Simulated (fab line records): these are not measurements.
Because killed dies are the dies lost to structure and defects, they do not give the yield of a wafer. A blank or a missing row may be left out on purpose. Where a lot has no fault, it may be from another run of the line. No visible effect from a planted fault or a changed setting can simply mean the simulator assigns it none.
Chamber matching :: flow gf180mcu :: rie-diel-04 running GF_PASSIVATION_ETCH_11: 4 sister chambers
The step etches the open film in CF4/O2, stops on TiN, target depth 1800 nm, time 390.4 s. 4 wafers are shown with their chamber, then 7 later ones without.

== EACH WAFER AND ITS CHAMBER ==
wafer: L796.5
chamber: 0
drypump-motor-current-A (A): 5.9

wafer: L797.6
chamber: 1
drypump-motor-current-A (A): 5.5

wafer: L808.2
chamber: 3
drypump-motor-current-A (A): 5.3

wafer: L808.3
chamber: 2
drypump-motor-current-A (A): 6.5

== WAFERS MISSING THEIR CHAMBER ==
wafer: L808.6
drypump-motor-current-A (A): 5.6

wafer: L809.3
drypump-motor-current-A (A): 5.3

wafer: L809.5
drypump-motor-current-A (A): 6.5

wafer: L809.6
drypump-motor-current-A (A): 5.6

wafer: L811.1
drypump-motor-current-A (A): 5.3

wafer: L811.5
drypump-motor-current-A (A): 6.5

wafer: L811.6
drypump-motor-current-A (A): 5.3

== EACH ONE'S CHAMBER ==
wafer: L808.6
from the rows above: 1
in truth: 1

wafer: L809.3
from the rows above: 3
in truth: 3

wafer: L809.5
from the rows above: 2
in truth: 2

wafer: L809.6
from the rows above: 1
in truth: 1

wafer: L811.1
from the rows above: 3
in truth: 3

wafer: L811.5
from the rows above: 2
in truth: 2

wafer: L811.6
from the rows above: 3
in truth: 3
Correctly placed: 7 of 7. Not placeable from these rows: 0. 0 placed wrongly.
How it was worked out, from the rows above alone: a wafer's distance from a chamber is the root of the sum, over the readings, of the square of ((its reading less the chamber's mean) divided by the reading's scatter). If the next closest chamber is less than 2 further off than the closest, the wafer can't be placed; otherwise it belongs to the closest. The mean given for a chamber averages the wafers shown for that chamber. The scatter (one wafer shown for each chamber): square how far every hidden wafer sits from the nearest shown wafer, average those squares and take the square root.
